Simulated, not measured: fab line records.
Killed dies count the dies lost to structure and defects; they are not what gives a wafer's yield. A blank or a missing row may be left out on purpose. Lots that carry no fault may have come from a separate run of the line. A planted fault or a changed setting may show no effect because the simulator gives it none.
Struck lot and sound lot, side by side :: flow sky130 :: 14 out of 708 route steps
Sound: these wafers, L523.2, L523.3, L523.5. The struck wafers were L527.2, L527.4, L527.6. At the end, the cause is stated.
At each step with rows: each side's tool, then ch and its chambers, then its first start. Under that, the readings that differ: sound wafers :: struck wafers :: difference of the means :: sigmas: that difference in standard deviations of wafers without a fault.
alike: words and numbers the same on both sides, and readings whose means are apart by under 2 such deviations; not compared: readings that were withheld, readings missing a value for some wafer, numbers with overlapping values and no deviation given by the record, and bounds like >300 which may hide the same value.
The two part at a step that has a row with sigmas, a row that says differs or no value, or rows on one side only. Non-overlapping numbers with no deviation appear without sigmas and do not part them. Lack of a reading on every wafer of one side parts them only where that side has two or more wafers.

first, 3 steps without rows for these wafers: SKY_LDD_P_EXPOSE_04 (exposes mask PSDM, target cd 380 nm); SKY_LDD_P_PEB_05; SKY_LDD_P_DEVELOP_06 (develop time 60 s).
SKY_LDD_P_CD_MEAS_07: the cd target is 380 nm.
  sound on cd sem-01, day 23 06:26; struck on cd sem-02, day 25 02:46
  alike: cd nm
SKY_LDD_P_OVL_MEAS_08:
  sound on overlay-01, day 23 06:32; struck on overlay-02, day 25 02:52
  alike: LDD_P_OVL
following that, these wafers have no rows for 1 step: SKY_LDD_P_IMPLANT_09.
SKY_LDD_P_STRIP_10: strips in O2/N2.
  sound on plasma asher-04 ch 0,1, day 23 06:43; struck on plasma asher-04 ch 0, day 25 03:03
  alike: drypump motor current A, oes product au, strip time to endpoint s
  not compared: rf hours counter h
SKY_LDD_P_TW_MEAS_11:
  sound on film metro-02, day 23 06:50; struck on film metro-03, day 25 03:10
  alike: LDD_P_TW
then, 4 steps without rows for these wafers: SKY_LDD_HVN_DEHYDRATE_00 (time 60 s); SKY_LDD_HVN_HMDS_01 (prime time 60 s); SKY_LDD_HVN_COAT_02 (resist thk 300 nm); SKY_LDD_HVN_SOFTBAKE_03 (time 60 s).
SKY_LDD_HVN_EXPOSE_04: exposes mask HVNTM, target cd 700 nm.
  sound on iline stepper-02 ch 0, day 23 21:55; struck on iline stepper-02 ch 0, day 25 17:07
reading: exposure dose mJ cm2
sound: 127.11 126.98 126.90
struck: 129.99 129.85 129.96
difference: +2.94
sigmas: +23
  alike: mask
following that, these wafers have no rows for 1 step: SKY_LDD_HVN_PEB_05.

== WHERE THEY PART ==
At SKY_LDD_HVN_EXPOSE_04 and nowhere else, as far as this record goes.

WHY: what the simulator had put in
Process parameter drift: iline stepper-02, from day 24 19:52 on, at SKY_LDD_HVN_EXPOSE_04. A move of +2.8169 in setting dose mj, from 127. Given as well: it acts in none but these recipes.
